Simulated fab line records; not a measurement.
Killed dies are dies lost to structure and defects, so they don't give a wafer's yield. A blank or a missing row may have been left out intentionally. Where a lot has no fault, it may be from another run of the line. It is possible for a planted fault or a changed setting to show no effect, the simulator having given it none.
Which of the tools did it? -- flow gf180mcu -- Sampling: 12 lots, 36 wafers, 5 of 602 route steps

== WHAT THE GAUGES SHOWED, per wafer ==
GF_DNWELL_TW_MEAS_09.
lot,measured,on,DNWELL_TW
L361,day 2 19:29,film metro-01,1326 1323 1331
L362,day 2 23:05,film metro-02,1328 1326 1331
L364,day 3 11:46,film metro-01,1321 1327 1318
L366,day 3 21:55,film metro-01,1327 1330 1328
L367,day 4 02:36,film metro-02,1330 1328 1331
L370,day 4 20:02,film metro-04,1322 1330 1317
L372,day 5 06:05,film metro-04,1321 1318 1323
L379,day 6 19:13,film metro-01,1324 1317 1326
L380,day 6 22:53,film metro-04,1330 1318 1327
L382,day 7 09:25,film metro-02,1324 1336 1333
L383,day 7 15:12,film metro-04,1317 1315 1316
L384,day 7 19:50,film metro-04,1310 1319 1323

GF_VT_IMPLANT_OVL_MEAS_40.
lot,measured,on,VT_IMPLANT_03_OVL (nm)
L361,day 7 11:38,overlay-02,-1.5 0.7 -0.6
L362,day 7 18:29,overlay-01,-0.7 0.3 1.7
L364,day 8 08:28,overlay-02,-1.9 -2.9 -0.6
L366,day 8 22:03,overlay-02,1.2 0.7 1.8
L367,day 9 02:41,overlay-01,1.4 -0.2 -0.4
L370,day 10 03:50,overlay-01,- - -
L372,day 10 17:13,overlay-01,0.7 1.3 1.6
L379,day 12 17:39,overlay-02,0.4 0.3 -2.1
L380,day 12 21:38,overlay-01,1.1 0.4 0.2
L382,day 13 08:53,overlay-02,-1.0 0.3 -1.1
L383,day 13 18:14,overlay-01,0.6 0.0 -0.5
L384,day 13 23:07,overlay-02,1.4 1.4 -1.1

GF_VT_IMPLANT_TW_MEAS_43.
lot,measured,on,VT_IMPLANT_4_TW
L361,day 7 11:55,film metro-03,692 698 695
L362,day 7 18:46,film metro-04,672 668 674
L364,day 8 08:47,film metro-04,672 673 674
L366,day 8 22:21,film metro-03,693 695 692
L367,day 9 02:59,film metro-03,696 689 692
L370,day 10 04:07,film metro-04,30 30 30 30 30 30
L372,day 10 17:31,film metro-04,681 680 683
L379,day 12 17:57,film metro-01,678 682 681
L380,day 12 21:55,film metro-03,690 693 692
L382,day 13 09:10,film metro-03,696 691 694
L383,day 13 18:32,film metro-04,677 673 675
L384,day 13 23:25,film metro-04,677 680 676

== WHAT TOOL EACH LOT RAN ON (gives the tool, then ch and the chambers of the sampled wafers, and finally the start) ==
lot,GF_STI_ETCH_13,GF_VT_IMPLANT_EXPOSE_37
L361,"rie diel-03 ch 1,2,3, day 2 01:24","iline stepper-02 ch 0, day 7 03:54"
L362,"rie diel-03 ch 2,3, day 2 06:26","iline stepper-01 ch 0, day 7 10:35"
L364,"rie diel-01 ch 0,1,3, day 2 17:56","iline stepper-02 ch 0, day 8 00:32"
L366,"rie diel-01 ch 0,1,3, day 3 04:05","iline stepper-02 ch 0, day 8 13:14"
L367,"rie diel-01 ch 0,2,3, day 3 08:00","iline stepper-02 ch 0, day 8 18:17"
L370,"rie diel-01 ch 0,2,3, day 3 23:08","iline stepper-01 ch 0, day 9 19:11"
L372,"rie diel-03 ch 0,2, day 4 10:44","iline stepper-01 ch 0, day 10 08:02"
L379,"rie diel-01 ch 0,3, day 5 23:11","iline stepper-01 ch 0, day 12 08:01"
L380,"rie diel-01 ch 0,2,3, day 6 03:21","iline stepper-01 ch 0, day 12 11:56"
L382,"rie diel-03 ch 0,2,3, day 6 12:56","iline stepper-01 ch 0, day 12 23:39"
L383,"rie diel-02 ch 0,2,3, day 6 19:17","iline stepper-01 ch 0, day 13 08:56"
L384,"rie diel-01 ch 0,2, day 6 23:17","iline stepper-01 ch 0, day 13 12:51"
- GF_STI_ETCH_13: etches the open film in CHF3/O2, stops on Si, target depth 282.31 nm, time 112.9 s.
- GF_VT_IMPLANT_EXPOSE_37: exposes mask Nwell HV AREA, target cd 860 nm.

== AS READ BY THE TOOLS THEMSELVES (means over the sampled wafers that have a number; for cases with no such wafer, the mark the record gives instead) ==
GF_STI_ETCH_13.
lot,tool,drypump motor current A (A),oes product au (a.u.),throttle valve pct (%)
L361,rie diel-03,6.09,0.828,8.806
L362,rie diel-03,6.19,0.825,8.807
L364,rie diel-01,5.95,0.831,8.801
L366,rie diel-01,5.94,0.830,8.808
L367,rie diel-01,6.04,0.836,8.813
L370,rie diel-01,6.05,0.838,8.813
L372,rie diel-03,5.94,0.838,8.809
L379,rie diel-01,6.07,0.832,8.811
L380,rie diel-01,6.04,0.823,8.807
L382,rie diel-03,6.06,0.829,8.806
L383,rie diel-02,6.02,0.827,8.812
L384,rie diel-01,5.92,0.822,8.815

== THE ANSWER, worked out from the rows above alone ==
Rule: the usual values come from the lots themselves. The widest of any qualifying gaps counts: lots, ordered by their means at a reading, are off when they make up no more than a third of the lots, leave a main group of 4 or more, and stand apart from it by 3 or more times the standard deviation of that group's means. A main group is skipped when, at the precision printed for the reading in the tables above, its means are all equal. A lot without any number at a reading at which 4 lots or more have one is off too. The other lots that the step has rows for count as sound. First the gauges in route order, then the tools' own readings, where a lot's mean is used as printed above. At the first step where some lot is off, the reading lying furthest off is the one used; lots without a number count as furthest.
Off: L370, at GF_VT_IMPLANT_OVL_MEAS_40 (VT_IMPLANT_03_OVL). Without a number there: L370. The main group has a mean of 0.1 nm with a standard deviation of 0.84.
A tool fits if, at a process step before that reading, it ran every lot that is off, and no sound lot after the first of them. The gauges at GF_VT_IMPLANT_OVL_MEAS_40 aren't tried: what is off there is off at GF_VT_IMPLANT_TW_MEAS_43 too, on other tools, and a gauge's error can't cause that. Of those tried, none fits.

== WHAT THE SIMULATOR HAD PUT IN ==
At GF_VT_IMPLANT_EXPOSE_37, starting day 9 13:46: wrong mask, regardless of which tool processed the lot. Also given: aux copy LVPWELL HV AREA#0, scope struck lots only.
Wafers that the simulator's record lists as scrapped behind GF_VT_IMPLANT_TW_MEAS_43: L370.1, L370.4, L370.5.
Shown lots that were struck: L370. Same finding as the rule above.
